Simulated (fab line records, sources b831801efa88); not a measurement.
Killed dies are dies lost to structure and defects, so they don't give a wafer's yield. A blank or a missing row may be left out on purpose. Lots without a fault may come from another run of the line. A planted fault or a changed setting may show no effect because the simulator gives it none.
A struck lot beside a sound one | flow sky130 | 35 steps out of a route of 708
Sound: wafers L585.1, L585.5, L585.6. Struck: wafer L593.3. (L593.1, L593.4 of the same lot were not struck and are left out.) The cause comes at the end.
At each step with rows: each side's tool, then ch and its chambers, then its first start. Under that, the readings that differ: sound wafers | struck wafers | difference of the means | sigmas: that difference in standard deviations of wafers without a fault.
alike: readings whose means differ by less than 2 such deviations, and words and numbers that are the same on both sides. not compared: withheld readings, readings that some wafer has no value for, bounds like >300 that may hide the same value, and numbers for which the record gives no deviation and whose values overlap.
The two part at a step that has a row with sigmas, a row that says differs or no value, or rows on one side only. Numbers that don't overlap but have no deviation are shown without sigmas and don't part them. A reading that every wafer of one side lacks parts them only if that side has two wafers or more.

first, 10 steps without rows for these wafers: SKY_VIA1_DEHYDRATE_04 (time 60 s); SKY_VIA1_HMDS_05 (prime time 60 s); SKY_VIA1_COAT_06 (resist thk 60 nm); SKY_VIA1_COAT_07 (resist thk 450 nm); SKY_VIA1_SOFTBAKE_08 (time 90 s); SKY_VIA1_EXPOSE_09 (exposes mask VIM, target cd 150 nm); SKY_VIA1_PEB_10; SKY_VIA1_DEVELOP_11 (develop time 60 s); SKY_VIA1_ETCH_14 (etches BARC in N2/H2, stops on SiO2, time 45.9 s, target depth 60 nm); SKY_VIA1_ETCH_15 (etches SiO2 in C4F8/O2/Ar, stops on TiN, target depth 351 nm, time 54 s).
SKY_VIA1_STRIP_16: strips in O2/N2.
  sound on plasma_asher-02 ch 0,1, day 37 02:11; struck on plasma_asher-02 ch 0, day 39 02:16
  reading                      | sound             | struck | difference | sigmas
  oes_product_au (a.u.)        | 0.422 0.425 0.421 | 0.413  | -0.010     | -2
  strip_time_to_endpoint_s (s) | 4.428 4.431 4.421 | 4.487  | +0.060     | +3
  alike: drypump_motor_current_A
  not compared: rf_hours_counter_h
then, 23 steps without rows for these wafers: SKY_VIA1_STRIP_17 (strips in post etch residue remover, time 1200 s); SKY_VIA1_CLEAN_18 (cleans in IPA, time 180 s); SKY_VIA1_CLEAN_19 (cleans in O3/DIW); SKY_VIA1_SPUTTER_20 (material TiN, target thk 20 nm, time 80 s); SKY_VIA1_CVD_21 (deposits W, target thk 270 nm, time 80.902 s); SKY_VIA1_CMP_24 (polishes, stops on SiO2, t overpolish 15 s, target thk 0 nm); SKY_METAL2_SPUTTER_00 (material Ti, target thk 15 nm, time 10 s); SKY_METAL2_SPUTTER_01 (material TiN, target thk 20 nm, time 16.7 s); SKY_METAL2_SPUTTER_02 (material AlCu, target thk 250 nm, time 13.3 s); SKY_METAL2_SPUTTER_03 (material Ti, target thk 5 nm, time 3.3 s); SKY_METAL2_SPUTTER_04 (material TiN, target thk 70 nm, time 58.3 s); SKY_METAL2_DEHYDRATE_07 (time 60 s); SKY_METAL2_HMDS_08 (prime time 60 s); SKY_METAL2_COAT_09 (resist thk 60 nm); SKY_METAL2_COAT_10 (resist thk 450 nm); SKY_METAL2_SOFTBAKE_11 (time 90 s); SKY_METAL2_EXPOSE_12 (exposes mask MM2, target cd 140 nm); SKY_METAL2_PEB_13; SKY_METAL2_DEVELOP_14 (develop time 60 s); SKY_METAL2_DESCUM_17 (chemistry O2, time 8 s); SKY_METAL2_ETCH_18 (etches BARC in N2/H2, stops on SiO2, time 45.9 s, target depth 60 nm); SKY_METAL2_METAL_ETCH_19 (etches the open film in Cl2/BCl3, stops on SiO2, target depth 360 nm, time 78 s); SKY_METAL2_STRIP_20 (strips in O2/N2).
-- the record jumps here: 11 days lie between the struck wafers' starts before and after (it left off in module METAL2 and takes up again in module PAD_OPEN, whose first step shown is number 708 of the route) --
SKY_PAD_OPEN_PROBE_99:
  sound on prober-01, day 48 02:04; struck on prober-01, day 49 17:17
  reading                               | sound            | struck | difference | sigmas
  defect_limited_yield (%)              | 85.2 81.9 81.5   | 74.4   | -8.5       | -5
  killed_at_M0_to_M3                    | 27 52 37         | 81     | +42        | +5
  killed_dies                           | 73 89 91         | 126    | +42        | +5
  sort_bin_3_pad_short (%)              | 1.2 0.6 1.2      | 2.2    | +1.2       | +3
  sort_bin_5_function (%)               | 7.5 12.0 10.4    | 17.9   | +7.9       | +5
  sort_n_pass                           | 419 403 401      | 366    | -42        | -5
  sort_yield_pct (%)                    | 85.2 81.9 81.5   | 74.4   | -8.5       | -5
  model.etest.tester.sort_n_pass        | 419 403 401      | 366    | -42        |
  model.etest.tester.sort_yield_pct (%) | 85.16 81.91 81.5 | 74.39  | -8.47      |
  model.etest.tester.sort_bin_5_pct (%) | 7.52 11.99 10.37 | 17.89  | +7.93      |
  model.etest.tester.sort_bin_3_pct (%) | 1.22 0.6098 1.22 | 2.236  | +1.219     |
  alike: killed_at_M4_up, killed_at_contacts, killed_at_front_end, killed_at_other, killed_open, killed_short, sort_bin_6_memory

WHERE THEY PART
First at SKY_VIA1_STRIP_16; last, within this record, at SKY_PAD_OPEN_PROBE_99.

WHY: what the simulator had put in
Chamber particle source: plasma_asher-02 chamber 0, from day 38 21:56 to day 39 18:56, at SKY_VIA1_STRIP_16. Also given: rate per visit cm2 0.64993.
